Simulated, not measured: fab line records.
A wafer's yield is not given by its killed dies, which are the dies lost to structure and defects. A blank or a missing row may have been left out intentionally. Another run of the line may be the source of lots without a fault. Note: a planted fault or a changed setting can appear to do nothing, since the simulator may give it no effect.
Chamber matching || flow gf180mcu || pecvd-02 running GF_V1_CVD_02: 3 sister chambers
The step deposits SiO2 from TEOS, target thk 850 nm, time 94.851 s. 3 wafers are shown with their chamber, then 7 later ones without.

WAFERS, EACH WITH ITS CHAMBER
{"wafer": "L684.4", "chamber": 0, "heater power w (W)": 698}
{"wafer": "L687.1", "chamber": 2, "heater power w (W)": 607}
{"wafer": "L687.2", "chamber": 1, "heater power w (W)": 694}

WAFERS WITH NO CHAMBER GIVEN
{"wafer": "L687.3", "heater power w (W)": 630}
{"wafer": "L688.1", "heater power w (W)": 557}
{"wafer": "L688.4", "heater power w (W)": 597}
{"wafer": "L688.6", "heater power w (W)": 761}
{"wafer": "L701.1", "heater power w (W)": 582}
{"wafer": "L701.3", "heater power w (W)": 761}
{"wafer": "L701.5", "heater power w (W)": 608}

WHICH CHAMBER EACH ONE RAN IN
{"wafer": "L687.3", "from the rows above": "can't be placed: 2 or 1 or 0", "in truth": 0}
{"wafer": "L688.1", "from the rows above": 2, "in truth": 2}
{"wafer": "L688.4", "from the rows above": 2, "in truth": 2}
{"wafer": "L688.6", "from the rows above": "can't be placed: 0 or 1", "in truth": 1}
{"wafer": "L701.1", "from the rows above": 2, "in truth": 2}
{"wafer": "L701.3", "from the rows above": "can't be placed: 0 or 1", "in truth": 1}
{"wafer": "L701.5", "from the rows above": 2, "in truth": 2}
Correct placement for 4 of the 7. Cannot be placed on the basis of these rows: 3; the candidates contain the true chamber in 3. Placed wrongly: 0.
How it was worked out, from the rows above alone: a wafer's distance from a chamber is the root of the sum, over the readings, of the square of ((its reading less the chamber's mean) divided by the reading's scatter). If the next closest chamber is less than 2 further off than the closest, the wafer can't be placed; otherwise it belongs to the closest. For every chamber, the mean is computed from those of its wafers that are shown. The scatter: root of mean squared gap, hidden wafer to nearest shown wafer, with one shown wafer a chamber.
